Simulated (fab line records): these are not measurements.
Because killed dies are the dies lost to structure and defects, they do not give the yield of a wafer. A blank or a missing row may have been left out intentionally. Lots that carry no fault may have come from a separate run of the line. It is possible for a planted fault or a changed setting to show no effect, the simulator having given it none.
The tool behind it: which one? | flow sky130 | 6 lots with 18 wafers sampled at 3 steps, on a route of 708 steps

WHAT THE GAUGES SHOWED, per wafer
SKY_VT_ADJUST_LVTN_OVL_MEAS_07.
lot  | measured     | on         | VT_ADJUST_LVTN_OVL (nm)
L711 | day 7 02:06  | overlay-02 | -2.7 -1.8 -3.3
L713 | day 7 17:37  | overlay-02 | -0.6 -1.2 -1.0
L716 | day 8 13:25  | overlay-01 | -2.0 0.3 -0.2
L718 | day 9 01:50  | overlay-02 | -1.4 -2.0 -2.2
L720 | day 9 11:29  | overlay-02 | -0.7 -1.4 -1.2
L723 | day 10 09:10 | overlay-02 | - - -

TOOL THAT RAN EACH LOT (tool first, then ch and the chambers of the sampled wafers, then the start)
lot  | SKY_NWELL_STRIP_25                  | SKY_VT_ADJUST_LVTN_EXPOSE_04
L711 | plasma-asher-03 ch 0, day 5 11:44   | iline-stepper-02 ch 0, day 6 17:15
L713 | plasma-asher-03 ch 0,1, day 6 02:16 | iline-stepper-01 ch 0, day 7 08:17
L716 | plasma-asher-03 ch 0,1, day 6 21:28 | iline-stepper-02 ch 0, day 8 03:35
L718 | plasma-asher-04 ch 0,1, day 7 08:15 | iline-stepper-01 ch 0, day 8 15:07
L720 | plasma-asher-04 ch 0,1, day 7 17:23 | iline-stepper-02 ch 0, day 9 00:40
L723 | plasma-asher-03 ch 0,1, day 8 12:47 | iline-stepper-01 ch 0, day 9 21:45
- SKY_NWELL_STRIP_25: strips in O2/N2.
- SKY_VT_ADJUST_LVTN_EXPOSE_04: exposes mask NWM COMPLEMENT LESS NATIVE, target cd 840 nm.

THE ANSWER, worked out from the rows above alone
Rule: what is usual is taken from the lots themselves. Put in order of their means at a reading, lots are off if they are a third of the lots or fewer, leave a main group of 4 or more, and stand apart from it by a gap of 3 or more times the standard deviation of the main group's means; of several such gaps the widest counts. A main group whose means are all the same, to the digits that the tables above print for the reading, isn't used. Also off: a lot with no number at a reading for which 4 or more lots have one. The other lots that the step has rows for count as sound.
Off: L723, at SKY_VT_ADJUST_LVTN_OVL_MEAS_07 (VT_ADJUST_LVTN_OVL). Without a number there: L723. Mean -1.4 nm and standard deviation 0.71 in the main group.
A tool fits if, at a process step before that reading, it ran every lot that is off, and no sound lot after the first of them. Those tools and the gauges at SKY_VT_ADJUST_LVTN_OVL_MEAS_07 are tried in the same way. Can't be told from this: 3 tools fit, plasma-asher-03 at SKY_NWELL_STRIP_25, iline-stepper-01 at SKY_VT_ADJUST_LVTN_EXPOSE_04, overlay-02 at SKY_VT_ADJUST_LVTN_OVL_MEAS_07.

WHAT WAS PUT IN BY THE SIMULATOR
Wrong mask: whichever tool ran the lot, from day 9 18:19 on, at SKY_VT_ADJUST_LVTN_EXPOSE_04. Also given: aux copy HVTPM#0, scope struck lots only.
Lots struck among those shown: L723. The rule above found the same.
